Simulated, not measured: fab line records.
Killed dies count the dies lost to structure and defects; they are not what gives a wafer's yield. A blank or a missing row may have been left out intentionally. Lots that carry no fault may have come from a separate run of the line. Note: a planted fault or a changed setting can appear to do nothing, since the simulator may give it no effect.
fab line records | flow sky130
[record] lots = 7 | wafers = 21 | last-day = 50
route steps=708 shown VIA1@461 PAD_OPEN@708
lots that met no fault: taken from a fault-free run of the same line
start-h: hours from the record's first day to the start of the lot's first wafer shown | wait-h: time in hours since the lot's previous step | " repeats the value in the row above | L1.1+2: one row covering several wafers at once | - either no value or no given start | * or withheld: withheld | < > ~ a bound
route shown NAME@n: a module of which the file shows steps, and the number in the route of the first | usual: mean/standard deviation of fault-free wafers | same: alike in all rows | chamber/n: place in a boat | sites: readings site by site | _std_site: standard deviation of those values | _edge_site: outer sites' mean less inner sites' | radius-mm: how far each site lies from the wafer's centre | mask NAME#n: copy n | behind: tool/chamber where the wafer was last shaped | hold: why the lot went on hold/how many hours it stayed there/how the hold came to an end | device: names the non-switching transistor (n, p or np) | end of line: the tests these same wafers got at the end of their route | step lacking rows: just its recipe | killed: not the wafer's yield, but the dies lost to structure and defects at the first sort | map: a wafer's dies, marking killed ones x, the rest . and places with no die _
set.NAME: the setting as run; set.NAME@STEP: as run at that earlier step | model.NAME: the simulator's own value behind a step, which no gauge read
lots at some steps of the route; a table a step, a row a wafer
services: when a tool's chamber went out of use (start-h, in hours from the record's first day, below 0 if earlier), for how many hours, and the reason
[[steps]]
[step SKY_VIA1_BOW_MEAS_03]
[recipe] mode = bow
[usual] VIA1_BOW = 81/6.2
lot.wafer | tool          | chamber | start-h | wait-h | VIA1_BOW[um]
L584.1    | film-metro-04 | -       | 802.52  | 0.2    | 77
L584.2    | "             | -       | "       | "      | 86
L584.3    | "             | -       | "       | "      | 86
L589.2    | film-metro-04 | -       | 841.73  | 0.2    | 86
L589.3    | "             | -       | "       | "      | 78
L589.4    | "             | -       | "       | "      | 95
L593.1    | film-metro-02 | -       | 875.23  | 0.2    | 80
L593.5    | "             | -       | "       | "      | 81
L593.6    | "             | -       | "       | "      | 68
L598.3    | film-metro-03 | -       | 901.30  | 0.1    | 82
L598.5    | "             | -       | "       | "      | 88
L598.6    | "             | -       | "       | "      | 77
L599.3    | film-metro-03 | -       | 905.64  | 0.1    | 87
L599.4    | "             | -       | "       | "      | 94
L599.5    | "             | -       | "       | "      | 67
L600.1    | film-metro-03 | -       | 912.34  | 0.1    | 79
L600.2    | "             | -       | "       | "      | 75
L600.6    | "             | -       | "       | "      | 77
L603.2    | film-metro-03 | -       | 946.77  | 0.3    | 79
L603.3    | "             | -       | "       | "      | 78
L603.4    | "             | -       | "       | "      | 79
[step SKY_VIA1_DEHYDRATE_04]
[recipe] temp-c = 200 | time-s = 60
[step SKY_VIA1_HMDS_05]
[recipe] prime-time-s = 60 | prime-temp-c = 120
[step SKY_VIA1_COAT_06]
[recipe] resist = BARC | temp-c = withheld | time-s = withheld | spin-rpm = 3000 | resist-thk-nm = 60
[step SKY_VIA1_COAT_07]
[recipe] resist = KrF-thick | spin-rpm = 3000 | resist-thk-nm = 450
[step SKY_VIA1_SOFTBAKE_08]
[recipe] temp-c = 100 | time-s = 90 | resist = KrF-thick
[step SKY_VIA1_EXPOSE_09]
[recipe] mask-id = VIM | na = 0.8 | source-shape = annular | sigma-inner = 0.55 | sigma-outer = 0.85 | target-cd-nm = 150 | dose-mj = 38
[step SKY_VIA1_PEB_10]
[recipe] peb-temp-c = withheld | peb-time-s = withheld | resist = KrF-thick
[step SKY_VIA1_DEVELOP_11]
[recipe] develop-time-s = 60 | resist = KrF-thick | dev-temp-c = 21
[step SKY_VIA1_CD_MEAS_12]
[recipe] target-cd-nm = 150
[usual] cd-nm = 150.5/1.5
lot.wafer | tool      | chamber | start-h | wait-h | cd-nm
L584.1    | cd-sem-01 | -       | 828.06  | -      | 149.2
L584.2    | "         | -       | "       | "      | 149.5
L584.3    | "         | -       | "       | "      | 150.1
L589.2    | cd-sem-02 | -       | 868.07  | -      | 150.7
L589.3    | "         | -       | "       | "      | 150.0
L589.4    | "         | -       | "       | "      | 150.6
L593.1    | cd-sem-02 | -       | 901.01  | -      | 150.9
L593.5    | "         | -       | "       | "      | 151.6
L593.6    | "         | -       | "       | "      | 152.3
L598.3    | cd-sem-02 | -       | 926.20  | -      | 152.0
L598.5    | "         | -       | "       | "      | 152.7
L598.6    | "         | -       | "       | "      | 152.6
L599.3    | cd-sem-01 | -       | 930.05  | -      | 149.1
L599.4    | "         | -       | "       | "      | 150.8
L599.5    | "         | -       | "       | "      | 150.7
L600.1    | cd-sem-02 | -       | 936.81  | -      | 148.8
L600.2    | "         | -       | "       | "      | 148.0
L600.6    | "         | -       | "       | "      | 148.6
L603.2    | cd-sem-02 | -       | 970.73  | -      | 149.2
L603.3    | "         | -       | "       | "      | 149.8
L603.4    | "         | -       | "       | "      | 149.4
[step SKY_VIA1_OVL_MEAS_13]
[usual] VIA1_OVL = 1/4.8
lot.wafer | tool       | chamber | start-h | wait-h | VIA1_OVL[nm]
L584.1    | overlay-02 | -       | 828.18  | 0.1    | 0
L584.2    | "          | -       | "       | "      | -2
L584.3    | "          | -       | "       | "      | -8
L589.2    | overlay-01 | -       | 868.18  | 0.1    | 2
L589.3    | "          | -       | "       | "      | 8
L589.4    | "          | -       | "       | "      | 6
L593.1    | overlay-02 | -       | 901.13  | 0.1    | 2
L593.5    | "          | -       | "       | "      | 1
L593.6    | "          | -       | "       | "      | 3
L598.3    | overlay-01 | -       | 926.30  | 0.1    | -2
L598.5    | "          | -       | "       | "      | -3
L598.6    | "          | -       | "       | "      | -2
L599.3    | overlay-02 | -       | 930.14  | 0.1    | -8
L599.4    | "          | -       | "       | "      | -6
L599.5    | "          | -       | "       | "      | -2
L600.1    | overlay-01 | -       | 936.93  | 0.1    | 5
L600.2    | "          | -       | "       | "      | 2
L600.6    | "          | -       | "       | "      | 4
L603.2    | overlay-01 | -       | 970.84  | 0.1    | -1
L603.3    | "          | -       | "       | "      | -7
L603.4    | "          | -       | "       | "      | 1
[step SKY_VIA1_ETCH_14]
[recipe] chemistry = N2/H2 | target = BARC | ion-energy-ev = 200 | source-w = 500 | bias-w = 100 | pressure-mtorr = 30 | n2-flow-sccm = 100 | h2-flow-sccm = 200 | stop-on = SiO2 | time-s = 45.9 | target-depth-a = 600
[usual] bias-w = 100.0/0.31 | chamber-pressure-mTorr = 30.00/0.049 | drypump-motor-current-A = 5.8/0.58 | oes-product-au = 0.854/0.004 | throttle-valve-pct = 13.224/0.0088
lot.wafer | tool        | chamber | start-h | wait-h | bias-w | chamber-pressure-mTorr | drypump-motor-current-A | oes-product-au | rf-hours-counter-h | throttle-valve-pct
L584.1    | rie-diel-01 | 0       | 828.22  | 0.0    | 99.9   | 30.04                  | 6.4                     | 0.850          | 18                 | 13.213
L584.2    | "           | 2       | "       | "      | 100.5  | 30.00                  | 6.4                     | 0.854          | 20                 | 13.222
L584.3    | "           | 3       | "       | "      | 100.0  | 29.91                  | 5.2                     | 0.859          | 5                  | 13.214
L589.2    | rie-diel-03 | 2       | 868.21  | 0.0    | 99.5   | 29.98                  | 5.4                     | 0.851          | 0                  | 13.222
L589.3    | "           | 1       | "       | "      | 100.3  | 30.01                  | 6.2                     | 0.861          | 11                 | 13.213
L589.4    | "           | 3       | "       | "      | 100.1  | 30.01                  | 6.6                     | 0.859          | 19                 | 13.232
L593.1    | rie-diel-03 | 3       | 901.17  | 0.0    | 99.9   | 29.98                  | 6.5                     | 0.856          | 20                 | 13.208
L593.5    | "           | 2       | "       | "      | 99.9   | 29.99                  | 5.4                     | 0.857          | -                  | 13.229
L593.6    | "           | 3       | "       | "      | 99.8   | 30.00                  | 6.6                     | 0.853          | -                  | 13.215
L598.3    | rie-diel-01 | 0       | 926.32  | 0.0    | 99.5   | 30.04                  | 6.4                     | 0.854          | 22                 | 13.232
L598.5    | "           | 2       | "       | "      | 100.3  | 29.99                  | 6.4                     | 0.848          | -                  | 13.231
L598.6    | "           | 3       | "       | "      | 99.6   | 30.02                  | 5.2                     | 0.851          | -                  | 13.224
L599.3    | rie-diel-03 | 0       | 930.16  | 0.0    | 100.0  | 29.98                  | 5.7                     | 0.857          | 14                 | 13.223
L599.4    | "           | 0       | "       | "      | 100.0  | 30.01                  | 5.8                     | 0.857          | -                  | 13.227
L599.5    | "           | 2       | "       | "      | 100.1  | 30.00                  | 5.4                     | 0.845          | -                  | 13.225
L600.1    | rie-diel-01 | 0       | 936.96  | 0.0    | 100.1  | 30.01                  | 6.4                     | 0.853          | 22                 | 13.222
L600.2    | "           | 2       | "       | "      | 100.3  | 29.98                  | 6.4                     | 0.856          | 23                 | 13.213
L600.6    | "           | 3       | "       | "      | 100.1  | 29.99                  | 5.2                     | 0.854          | -                  | 13.219
L603.2    | rie-diel-03 | 2       | 970.87  | 0.0    | 99.4   | 30.00                  | 5.4                     | 0.854          | 3                  | 13.214
L603.3    | "           | 0       | "       | "      | 99.9   | 30.01                  | 5.7                     | 0.854          | 15                 | 13.236
L603.4    | "           | 0       | "       | "      | 100.2  | 30.04                  | 5.8                     | 0.862          | -                  | 13.216
[step SKY_VIA1_ETCH_15]
[recipe] target = SiO2 | chemistry = C4F8/O2/Ar | target-depth-nm = 351 | stop-on = TiN | mask-material = KrF-thick | source-w = 1500 | bias-w = 1200 | pressure-mtorr = 40 | c4f8-flow-sccm = withheld | O2_flow_sccm = 6 | Ar_flow_sccm = 300 | time-s = 54
[usual] bias-w = 1200/3.7 | chamber-pressure-mTorr = 40.00/0.038 | oes-product-au = 0.979/0.0058
lot.wafer | tool        | chamber | start-h | wait-h | bias-w | chamber-pressure-mTorr | oes-product-au | rf-hours-counter-h | model.KrF-thick_of_VIA1_COAT_07.thk-nm
L584.1    | rie-diel-01 | 0       | 828.26  | 0.0    | 1199   | 40.02                  | 0.971          | 18                 | 323.5
L584.2    | "           | 2       | "       | "      | 1200   | 39.98                  | 0.971          | 20                 | 322.3
L584.3    | "           | 3       | "       | "      | 1198   | 39.99                  | 0.979          | 5                  | 321
L589.2    | rie-diel-03 | 2       | 868.25  | 0.0    | 1199   | 40.03                  | 0.984          | 0                  | 322.2
L589.3    | "           | 1       | "       | "      | 1202   | 39.99                  | 0.978          | 11                 | 322.4
L589.4    | "           | 3       | "       | "      | 1201   | 40.04                  | 0.972          | 19                 | 324.9
L593.1    | rie-diel-03 | 3       | 901.21  | 0.0    | 1200   | 40.07                  | 0.978          | 20                 | 324
L593.5    | "           | 2       | "       | "      | 1202   | 39.98                  | 0.977          | -                  | 320.5
L593.6    | "           | 3       | "       | "      | 1204   | 40.04                  | 0.979          | -                  | 322.7
L598.3    | rie-diel-01 | 0       | 926.36  | 0.0    | -      | -                      | -              | -                  | 391.1
L598.5    | "           | 2       | "       | "      | -      | -                      | -              | -                  | 389.1
L598.6    | "           | 3       | "       | "      | -      | -                      | -              | -                  | 389.5
L599.3    | rie-diel-03 | 0       | 930.20  | 0.0    | -      | -                      | -              | -                  | 395.5
L599.4    | "           | 0       | "       | "      | -      | -                      | -              | -                  | 394.7
L599.5    | "           | 2       | "       | "      | -      | -                      | -              | -                  | 394
L600.1    | rie-diel-01 | 0       | 937.00  | 0.0    | -      | -                      | -              | -                  | 394.6
L600.2    | "           | 2       | "       | "      | -      | -                      | -              | -                  | 393.2
L600.6    | "           | 3       | "       | "      | -      | -                      | -              | -                  | 393.2
L603.2    | rie-diel-03 | 2       | 970.91  | 0.0    | 1193   | 40.02                  | 0.983          | 3                  | 323.1
L603.3    | "           | 0       | "       | "      | 1195   | 39.96                  | 0.978          | 15                 | 324.2
L603.4    | "           | 0       | "       | "      | 1201   | 39.95                  | 0.975          | -                  | 324.8
[step SKY_VIA1_STRIP_16]
[recipe] chemistry = O2/N2 | power-w = 1400 | pressure-mtorr = 1500 | platen-temp-c = withheld | o2-flow-sccm = 3000 | n2-flow-sccm = 300 | overash-fraction = 0.5
[usual] drypump-motor-current-A = 6.0/0.56 | oes-product-au = 0.416/0.0045 | strip-time-to-endpoint-s = 4.460/0.024
lot.wafer | tool            | chamber | start-h | wait-h | drypump-motor-current-A | oes-product-au | rf-hours-counter-h | strip-time-to-endpoint-s
L584.1    | plasma-asher-03 | 0       | 828.31  | 0.0    | 6.3                     | 0.414          | 99                 | 4.481
L584.2    | "               | 1       | "       | "      | 5.7                     | 0.410          | 99                 | 4.451
L584.3    | "               | 1       | "       | "      | 5.7                     | 0.417          | -                  | 4.442
L589.2    | plasma-asher-01 | 0       | 868.30  | 0.0    | 5.3                     | 0.413          | 41                 | 4.440
L589.3    | "               | 1       | "       | "      | 6.2                     | 0.425          | -                  | 4.459
L589.4    | "               | 0       | "       | "      | 5.3                     | 0.420          | -                  | 4.467
L593.1    | plasma-asher-04 | 0       | 901.26  | 0.0    | 5.3                     | 0.421          | 76                 | 4.469
L593.5    | "               | 1       | "       | "      | 6.7                     | 0.418          | -                  | 4.448
L593.6    | "               | 0       | "       | "      | 5.3                     | 0.411          | -                  | 4.455
L598.3    | plasma-asher-04 | 0       | 926.44  | 0.1    | 5.4                     | 0.451          | -                  | 5.176
L598.5    | "               | 0       | "       | "      | 5.4                     | 0.446          | -                  | 5.148
L598.6    | "               | 1       | "       | "      | 6.7                     | 0.445          | -                  | 5.153
L599.3    | plasma-asher-04 | 0       | 930.28  | 0.1    | 5.3                     | 0.451          | -                  | 5.221
L599.4    | "               | 1       | "       | "      | 6.6                     | 0.452          | -                  | 5.215
L599.5    | "               | 1       | "       | "      | 6.7                     | 0.447          | -                  | 5.225
L600.1    | plasma-asher-04 | 0       | 937.05  | 0.0    | 5.3                     | 0.448          | 80                 | 5.218
L600.2    | "               | 1       | "       | "      | 6.6                     | 0.451          | 80                 | 5.195
L600.6    | "               | 0       | "       | "      | 5.3                     | 0.446          | -                  | 5.218
L603.2    | plasma-asher-03 | 1       | 970.96  | 0.0    | 5.7                     | 0.417          | 113                | 4.469
L603.3    | "               | 1       | "       | "      | 5.7                     | 0.416          | -                  | 4.471
L603.4    | "               | 0       | "       | "      | 6.3                     | 0.410          | -                  | 4.471
[step SKY_VIA1_STRIP_17]
[recipe] chemistry = post-etch-residue-remover | time-s = 1200 | temp-c = 72.5
[step SKY_PAD_OPEN_PROBE_99]
[usual] defect-limited-yield = 82.6/1.7 | killed_at_M0_to_M3 = 42/6.4 | killed_at_M4_up = 3.2/1.9 | killed-at-contacts = 24/4.8 | killed-at-front-end = 16/4.4 | killed-at-other = 0.3/0.55 | killed-dies = 86/8.6 | killed-on-rim = 17/3.5 | killed-open = 46/6.6 | killed-short = 39/5.7 | sort_bin_3_pad_short = 0.8/0.41 | sort_bin_5_function = 10.3/1.5 | sort_bin_6_memory = 6.3/1 | sort-n-pass = 406/8.6 | sort-yield-pct = 82.6/1.7
[same] gross-dies = 492 | killed-at-back-side = 0 | sort_bin_4_leakage[%] = 0 | sort_bin_8_speed[%] = 0
lot.wafer | tool      | chamber | start-h | wait-h | defect-limited-yield[%] | killed_at_M0_to_M3 | killed_at_M4_up | killed-at-contacts | killed-at-front-end | killed-at-other | killed-dies | killed-on-rim | killed-open | killed-short | sort_bin_3_pad_short[%] | sort_bin_5_function[%] | sort_bin_6_memory[%] | sort-n-pass | sort-yield-pct[%]
L584.1    | prober-01 | -       | 1103.85 | 0.1    | 82.7                    | 39                 | 4               | 26                 | 16                  | 0               | 85          | 25            | 43          | 42           | 0.4                     | 11.8                   | 5.1                  | 407         | 82.7
L584.2    | prober-01 | -       | 1103.90 | 0.1    | 82.5                    | 55                 | 2               | 18                 | 11                  | 0               | 86          | 18            | 44          | 41           | 0.6                     | 9.8                    | 7.1                  | 406         | 82.5
L584.3    | prober-01 | -       | 1103.95 | 0.2    | 82.3                    | 50                 | 7               | 22                 | 8                   | 0               | 87          | 20            | 44          | 42           | 0.6                     | 11.4                   | 5.7                  | 405         | 82.3
L589.2    | prober-01 | -       | 1132.49 | 0.1    | 80.7                    | 47                 | 3               | 31                 | 14                  | 0               | 95          | 14            | 51          | 44           | 0.4                     | 12.0                   | 6.9                  | 397         | 80.7
L589.3    | prober-01 | -       | 1132.54 | 0.2    | 83.1                    | 36                 | 4               | 22                 | 20                  | 1               | 83          | 11            | 44          | 39           | 0.6                     | 9.8                    | 6.5                  | 409         | 83.1
L589.4    | prober-01 | -       | 1132.59 | 0.2    | 83.1                    | 35                 | 7               | 24                 | 16                  | 1               | 83          | 15            | 32          | 51           | 1.2                     | 10.0                   | 5.7                  | 409         | 83.1
L593.1    | prober-02 | -       | 1156.28 | 0.1    | 82.5                    | 45                 | 3               | 23                 | 15                  | 0               | 86          | 23            | 47          | 39           | 0.8                     | 10.6                   | 6.1                  | 406         | 82.5
L593.5    | prober-02 | -       | 1156.48 | 0.2    | 78.5                    | 55                 | 3               | 32                 | 15                  | 1               | 106         | 25            | 59          | 45           | 0.6                     | 15.0                   | 5.9                  | 386         | 78.5
L593.6    | prober-02 | -       | 1156.53 | 0.2    | 79.5                    | 53                 | 4               | 22                 | 22                  | 0               | 101         | 21            | 60          | 41           | 0.6                     | 12.4                   | 7.5                  | 391         | 79.5
L598.3    | prober-02 | -       | 1174.39 | 0.2    | 0                       | 440                | 5               | 25                 | 21                  | 1               | 492         | 96            | 48          | 39           | 0.6                     | 92.5                   | 6.9                  | 0           | 0
L598.5    | prober-02 | -       | 1174.49 | 0.2    | 0                       | 451                | 2               | 21                 | 18                  | 0               | 492         | 96            | 42          | 40           | 0.8                     | 94.7                   | 4.5                  | 0           | 0
L598.6    | prober-02 | -       | 1174.54 | 0.2    | 0                       | 452                | 3               | 19                 | 18                  | 0               | 492         | 96            | 48          | 41           | 1.2                     | 92.1                   | 6.7                  | 0           | 0
L599.3    | prober-01 | -       | 1178.48 | 0.2    | 0                       | 459                | 3               | 16                 | 14                  | 0               | 492         | 96            | 44          | 26           | 0.4                     | 93.9                   | 5.7                  | 0           | 0
L599.4    | prober-01 | -       | 1178.53 | 0.2    | 0                       | 441                | 4               | 23                 | 24                  | 0               | 492         | 96            | 48          | 54           | 0.8                     | 90.7                   | 8.5                  | 0           | 0
L599.5    | prober-01 | -       | 1178.58 | 0.2    | 0                       | 451                | 2               | 27                 | 12                  | 0               | 492         | 96            | 48          | 42           | 1.0                     | 93.5                   | 5.5                  | 0           | 0
L600.1    | prober-01 | -       | 1182.70 | 0.1    | 0                       | 453                | 3               | 30                 | 6                   | 0               | 492         | 96            | 53          | 38           | 0.2                     | 92.7                   | 7.1                  | 0           | 0
L600.2    | prober-01 | -       | 1182.75 | 0.1    | 0                       | 442                | 5               | 28                 | 16                  | 1               | 492         | 96            | 44          | 42           | 0.4                     | 93.1                   | 6.5                  | 0           | 0
L600.6    | prober-01 | -       | 1182.95 | 0.2    | 0                       | 451                | 4               | 24                 | 13                  | 0               | 492         | 96            | 44          | 35           | 0.4                     | 92.3                   | 7.3                  | 0           | 0
L603.2    | prober-01 | -       | 1205.09 | 0.1    | 85.6                    | 26                 | 1               | 32                 | 12                  | 0               | 71          | 15            | 37          | 33           | 0.6                     | 7.9                    | 5.9                  | 421         | 85.6
L603.3    | prober-01 | -       | 1205.14 | 0.2    | 79.7                    | 41                 | 6               | 38                 | 15                  | 0               | 100         | 23            | 63          | 37           | 0.6                     | 13.6                   | 6.1                  | 392         | 79.7
L603.4    | prober-01 | -       | 1205.19 | 0.2    | 80.1                    | 51                 | 10              | 29                 | 8                   | 0               | 98          | 16            | 50          | 47           | 1.0                     | 12.4                   | 6.5                  | 394         | 80.1
// killed by level:class
L584.1 CONTACT:geometric-particle:open=11 VIA2:geometric-particle:open=7 VIA1:geometric-particle:open=6 LI_CONTACT:geometric-particle:open=5 LOCAL_INTERCONNECT:geometric-particle:short=5 METAL2:geometric-particle:short=5 FIELD_ISO:geometric-particle:short=4 METAL1:geometric-particle:short=4
L584.2 VIA1:geometric-particle:open=13 METAL2:geometric-particle:short=10 VIA2:geometric-particle:open=9 CONTACT:geometric-particle:short=7 VIA3:geometric-particle:open=6 METAL1:geometric-particle:short=6 FIELD_ISO:geometric-particle:short=5 LI_CONTACT:geometric-particle:open=4
L584.3 VIA2:geometric-particle:open=10 LI_CONTACT:geometric-particle:open=8 METAL1:geometric-particle:short=7 VIA1:geometric-particle:open=7 CONTACT:geometric-particle:open=6 METAL2:geometric-particle:short=5 METAL4:geometric-particle:short=5 VIA3:geometric-particle:short=5
L589.2 CONTACT:geometric-particle:open=14 LI_CONTACT:geometric-particle:open=9 VIA1:geometric-particle:open=8 VIA2:geometric-particle:open=7 METAL2:geometric-particle:short=6 VIA2:geometric-particle:short=5 VIA3:geometric-particle:open=5 FIELD_ISO:geometric-particle:short=4
L589.3 FIELD_ISO:geometric-particle:short=8 VIA3:geometric-particle:open=7 LI_CONTACT:geometric-particle:open=6 CONTACT:geometric-particle:open=6 VIA1:geometric-particle:open=6 VIA1:geometric-particle:short=5 LOCAL_INTERCONNECT:geometric-particle:short=5 POLY_GATE:geometric-particle:open=4
L589.4 LOCAL_INTERCONNECT:geometric-particle:short=7 CONTACT:geometric-particle:open=7 FIELD_ISO:geometric-particle:short=6 VIA1:geometric-particle:short=6 METAL2:geometric-particle:short=6 METAL4:geometric-particle:short=6 LI_CONTACT:geometric-particle:open=5 CONTACT:geometric-particle:short=4
L593.1 VIA1:geometric-particle:open=10 VIA2:geometric-particle:open=8 LI_CONTACT:geometric-particle:open=8 VIA3:geometric-particle:open=7 FIELD_ISO:geometric-particle:short=6 CONTACT:geometric-particle:open=6 METAL3:geometric-particle:short=6 LOCAL_INTERCONNECT:geometric-particle:short=3
L593.5 CONTACT:geometric-particle:open=17 VIA1:geometric-particle:open=12 METAL1:geometric-particle:short=9 FIELD_ISO:geometric-particle:open=6 LI_CONTACT:geometric-particle:open=6 VIA2:geometric-particle:open=6 VIA3:geometric-particle:open=6 VIA2:geometric-particle:short=5
L593.6 VIA1:geometric-particle:open=15 FIELD_ISO:geometric-particle:short=8 LI_CONTACT:geometric-particle:open=8 CONTACT:geometric-particle:open=8 VIA3:geometric-particle:open=8 FIELD_ISO:geometric-particle:open=6 POLY_GATE:geometric-particle:short=6 METAL1:geometric-particle:short=5
L598.3 VIA1:area-etch=402 CONTACT:geometric-particle:open=9 VIA1:geometric-particle:open=9 VIA3:geometric-particle:open=8 FIELD_ISO:geometric-particle:short=6 LI_CONTACT:geometric-particle:open=6 METAL2:geometric-particle:short=5 VIA2:geometric-particle:open=5
L598.5 VIA1:area-etch=410 VIA1:geometric-particle:open=8 LI_CONTACT:geometric-particle:open=7 VIA1:geometric-particle:short=7 VIA2:geometric-particle:open=7 VIA3:geometric-particle:open=6 POLY_GATE:geometric-particle:short=5 POLY_GATE:geometric-particle:open=5
L598.6 VIA1:area-etch=403 VIA1:geometric-particle:open=12 CONTACT:geometric-particle:open=8 METAL2:geometric-particle:short=7 VIA3:geometric-particle:open=7 METAL1:geometric-particle:short=6 VIA2:geometric-particle:open=6 LI_CONTACT:geometric-particle:open=5
L599.3 VIA1:area-etch=422 CONTACT:geometric-particle:open=10 VIA1:geometric-particle:open=6 VIA3:geometric-particle:open=6 METAL2:geometric-particle:short=5 POLY_GATE:geometric-particle:open=5 VIA1:geometric-particle:short=4 VIA2:geometric-particle:short=4
L599.4 VIA1:area-etch=390 VIA1:geometric-particle:open=11 METAL1:geometric-particle:short=9 CONTACT:geometric-particle:open=8 FIELD_ISO:geometric-particle:open=7 FIELD_ISO:geometric-particle:short=6 LOCAL_INTERCONNECT:geometric-particle:short=5 CONTACT:geometric-particle:short=5
L599.5 VIA1:area-etch=402 CONTACT:geometric-particle:open=10 VIA1:geometric-particle:open=9 VIA2:geometric-particle:open=8 METAL1:geometric-particle:short=7 LI_CONTACT:geometric-particle:open=6 VIA3:geometric-particle:open=6 LOCAL_INTERCONNECT:geometric-particle:short=5
L600.1 VIA1:area-etch=401 VIA1:geometric-particle:open=16 CONTACT:geometric-particle:open=12 CONTACT:geometric-particle:short=9 VIA2:geometric-particle:open=6 VIA3:geometric-particle:open=5 LI_CONTACT:geometric-particle:open=5 METAL2:geometric-particle:short=4
L600.2 VIA1:area-etch=406 VIA1:geometric-particle:open=11 LI_CONTACT:geometric-particle:open=7 CONTACT:geometric-particle:short=7 LOCAL_INTERCONNECT:geometric-particle:short=6 CONTACT:geometric-particle:open=6 FIELD_ISO:geometric-particle:open=5 VIA1:geometric-particle:short=5
L600.6 VIA1:area-etch=413 VIA1:geometric-particle:open=11 LOCAL_INTERCONNECT:geometric-particle:short=6 LI_CONTACT:geometric-particle:short=5 VIA3:geometric-particle:open=5 VIA2:geometric-particle:open=5 FIELD_ISO:geometric-particle:open=4 POLY_GATE:geometric-particle:open=4
L603.2 CONTACT:geometric-particle:open=8 VIA3:geometric-particle:open=7 CONTACT:geometric-particle:short=6 LI_CONTACT:geometric-particle:short=5 LI_CONTACT:geometric-particle:open=5 LOCAL_INTERCONNECT:geometric-particle:short=5 METAL1:geometric-particle:short=4 VIA1:geometric-particle:open=4
L603.3 CONTACT:geometric-particle:open=15 VIA1:geometric-particle:open=10 LI_CONTACT:geometric-particle:open=9 VIA2:geometric-particle:open=9 METAL1:geometric-particle:short=7 CONTACT:geometric-particle:short=6 FIELD_ISO:geometric-particle:open=4 POLY_GATE:geometric-particle:open=4
L603.4 CONTACT:geometric-particle:open=11 VIA1:geometric-particle:open=10 LI_CONTACT:geometric-particle:open=8 METAL1:geometric-particle:short=7 METAL4:geometric-particle:short=7 METAL2:geometric-particle:short=7 VIA1:geometric-particle:short=6 VIA3:geometric-particle:open=5
// map L598.3 (x killed, . not)
__________xxxxxxxxxx_________
________xxxxxxxxxxxxxx_______
______xxxxxxxxxxxxxxxxxx_____
_____xxxxxxxxxxxxxxxxxxxx____
____xxxxxxxxxxxxxxxxxxxxxx___
___xxxxxxxxxxxxxxxxxxxxxxxx__
__xxxxxxxxxxxxxxxxxxxxxxxxxx_
_xxxxxxxxxxxxxxxxxxxxxxxxxxxx
_xxxxxxxxxxxxxxxxxxxxxxxxxxxx
_xxxxxxxxxxxxxxxxxxxxxxxxxxxx
_xxxxxxxxxxxxxxxxxxxxxxxxxxxx
_xxxxxxxxxxxxxxxxxxxxxxxxxxxx
_xxxxxxxxxxxxxxxxxxxxxxxxxxxx
_xxxxxxxxxxxxxxxxxxxxxxxxxxxx
_xxxxxxxxxxxxxxxxxxxxxxxxxxxx
__xxxxxxxxxxxxxxxxxxxxxxxxxx_
___xxxxxxxxxxxxxxxxxxxxxxxx__
____xxxxxxxxxxxxxxxxxxxxxx___
_____xxxxxxxxxxxxxxxxxxxx____
______xxxxxxxxxxxxxxxxxx_____
________xxxxxxxxxxxxxx_______
__________xxxxxxxxxx_________
// map L599.3 (x killed, . not)
__________xxxxxxxxxx_________
________xxxxxxxxxxxxxx_______
______xxxxxxxxxxxxxxxxxx_____
_____xxxxxxxxxxxxxxxxxxxx____
____xxxxxxxxxxxxxxxxxxxxxx___
___xxxxxxxxxxxxxxxxxxxxxxxx__
__xxxxxxxxxxxxxxxxxxxxxxxxxx_
_xxxxxxxxxxxxxxxxxxxxxxxxxxxx
_xxxxxxxxxxxxxxxxxxxxxxxxxxxx
_xxxxxxxxxxxxxxxxxxxxxxxxxxxx
_xxxxxxxxxxxxxxxxxxxxxxxxxxxx
_xxxxxxxxxxxxxxxxxxxxxxxxxxxx
_xxxxxxxxxxxxxxxxxxxxxxxxxxxx
_xxxxxxxxxxxxxxxxxxxxxxxxxxxx
_xxxxxxxxxxxxxxxxxxxxxxxxxxxx
__xxxxxxxxxxxxxxxxxxxxxxxxxx_
___xxxxxxxxxxxxxxxxxxxxxxxx__
____xxxxxxxxxxxxxxxxxxxxxx___
_____xxxxxxxxxxxxxxxxxxxx____
______xxxxxxxxxxxxxxxxxx_____
________xxxxxxxxxxxxxx_______
__________xxxxxxxxxx_________
[[services]]
tool            | chamber | start-h | hours | kind
rie-diel-01     | -       | 813.41  | 2.8   | pm
rie-diel-03     | 2       | 833.57  | -     | clean
rie-diel-03     | 2       | 833.57  | 20.3  | scheduled-down
rie-diel-03     | 2       | 833.57  | 20.3  | vent-cycle
rie-diel-03     | 3       | 859.84  | 3.5   | repair
plasma-asher-03 | -       | 872.48  | 0.4   | repair
rie-diel-03     | 0       | 874.78  | 11.9  | repair
rie-diel-01     | 1       | 876.91  | 86.9  | repair
rie-diel-01     | 2       | 913.82  | 1.8   | repair
plasma-asher-01 | -       | 923.72  | 4.0   | repair
rie-diel-03     | 1       | 929.57  | 8.1   | repair
rie-diel-03     | 0       | 941.26  | 2.2   | repair
rie-diel-03     | 3       | 955.67  | -     | clean
rie-diel-03     | 3       | 955.67  | 24.1  | scheduled-down
rie-diel-03     | 3       | 955.67  | 24.1  | vent-cycle
[[key]]
[first-sign] step = SKY_VIA1_ETCH_15 | reading = tool-record | direction = missing
[effect] step = SKY_VIA1_STRIP_16 | reading = strip-time-to-endpoint-s | direction = up | sigmas = 31 | usual = * | struck = *
[effect] step = SKY_PAD_OPEN_PROBE_99 | reading = killed_at_M0_to_M3 | direction = up | sigmas = 64 | usual = 42 | struck = 449
[model-effect] step = SKY_VIA1_ETCH_15 | value = KrF-thick_of_VIA1_COAT_07.thk-nm | without = 323.2 | struck = 392.8
[more-kills-born-at] SKY_VIA1_ETCH_15@rie-diel-01 = 2435 | SKY_VIA1_ETCH_15@rie-diel-03 = 1214
met-at SKY_VIA1_ETCH_15
struck-wafers L598.3,L598.5,L598.6,L599.3,L599.4,L599.5,L600.1,L600.2,L600.6
later-rows-left-out L598.3,L598.5,L598.6,L599.3,L599.4,L599.5,L600.1,L600.2,L600.6
onset-between 901.21 926.36
[fault] kind = skipped-step-whole | tool = rie-diel-01,rie-diel-03 | chamber = - | onset-h = 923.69 | steps = SKY_VIA1_ETCH_15 | scope = struck-lots-only
// later-rows-left-out: the simulator's readings of these wafers behind a module that went badly wrong aren't trusted and aren't shown, but for the sort
